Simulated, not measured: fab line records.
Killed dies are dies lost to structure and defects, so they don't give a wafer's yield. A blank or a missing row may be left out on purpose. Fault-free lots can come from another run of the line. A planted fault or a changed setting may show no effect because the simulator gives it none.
One fault through the eyes of 2 desks / flow gf180mcu / each desk has only its own numbers; what lay behind them comes last

THE METROLOGY DESK
Lot by lot, what the gauges showed, no matter which tool ran the lot: averages of those sampled wafers that carry a number. A lot is out of limits, marked OUT, if its mean lies more than 4 standard deviations from the usual mean; the brackets give that distance.
Columns: A = cdNm at GF_STI_CD_MEAS_12, usual 219.9 nm; B = NSD_OVL at GF_NSD_OVL_MEAS_08, usual -0.1 nm; C = NSD_TW at GF_NSD_TW_MEAS_12, usual 4234
lot=L286; first seen here=day 2 01:04; A=223.4; B=-2.0; C=4242
lot=L288; first seen here=day 2 12:28; A=220.3; B=0.2; C=4234
lot=L289; first seen here=day 2 16:23; A=219.5; B=-0.8; C=4233
lot=L290; first seen here=day 2 22:02; A=217.2; B=-0.1; C=4205
lot=L291; first seen here=day 3 06:44; A=218.8; B=0.2; C=4247
lot=L292; first seen here=day 3 07:55; A=223.2; B=1.2; C=4226
lot=L294; first seen here=day 3 20:07; A=218.2; B=-1.1; C=4278
lot=L295; first seen here=day 3 23:31; A=225.9; B=0.0; C=4279
lot=L296; first seen here=day 4 05:16; A=225.2; B=-1.6; C=4258
lot=L298; first seen here=day 4 15:10; A=218.9; B=2.9; C=4219
lot=L300; first seen here=day 5 02:05; A=216.7; B=-0.5; C=4195
lot=L304; first seen here=day 5 22:04; A=219.7; B=-1.0; C=4201
lot=L308; first seen here=day 6 18:13; A=218.5; B=0.9; C=4241
lot=L309; first seen here=day 7 00:22; A=217.7; B=-0.3; C=4244
Result from this desk: across the 14 lots, nothing is out of limits.

TOOL OWNER'S DESK, lithoTrack-04
Per lot that ran on this tool, the mean of the sampled wafers carrying a number, from the tool's own readings at GF_STI_SOFTBAKE_08 (time 60 s). A lot is out of limits, marked OUT, if its mean lies more than 4 standard deviations from the usual mean; the brackets give that distance.
Columns: A = heaterPowerTotalW at GF_STI_SOFTBAKE_08, usual 93.05 W; B = plateTempC at GF_STI_SOFTBAKE_08, usual 129.99 C
lot=L289; first seen here=day 2 10:22; A=93.11; B=129.84
lot=L292; first seen here=day 3 01:56; A=93.12; B=129.92
lot=L295; first seen here=day 3 17:07; A=91.65 (-21) OUT; B=128.45 (-10) OUT
lot=L296; first seen here=day 3 22:28; A=91.69 (-21) OUT; B=128.62 (-9.1) OUT
lot=L309; first seen here=day 6 16:46; A=93.02; B=130.00
This desk's verdict: out of limits on L295, L296, starting with L295 at day 3 17:07 (heaterPowerTotalW at GF_STI_SOFTBAKE_08). L289, L292, L309 stayed within limits.

TAKEN TOGETHER
At day 3 17:07, on L295, L296, the tool owner's desk was in a position to raise an alarm.
Metrology desk: nothing out of limits seen.
The metrology desk has L295, L296 on record, within its limits.
On lithoTrack-04, each named lot ran GF_STI_SOFTBAKE_08.

WHAT THE SIMULATOR PUT IN
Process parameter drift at GF_STI_SOFTBAKE_08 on lithoTrack-04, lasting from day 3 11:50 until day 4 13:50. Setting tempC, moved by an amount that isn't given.
Shown lots that were struck: L295, L296.
How many hours passed from the start of the fault until each desk's first out-of-limits reading: the tool owner's desk, 5.
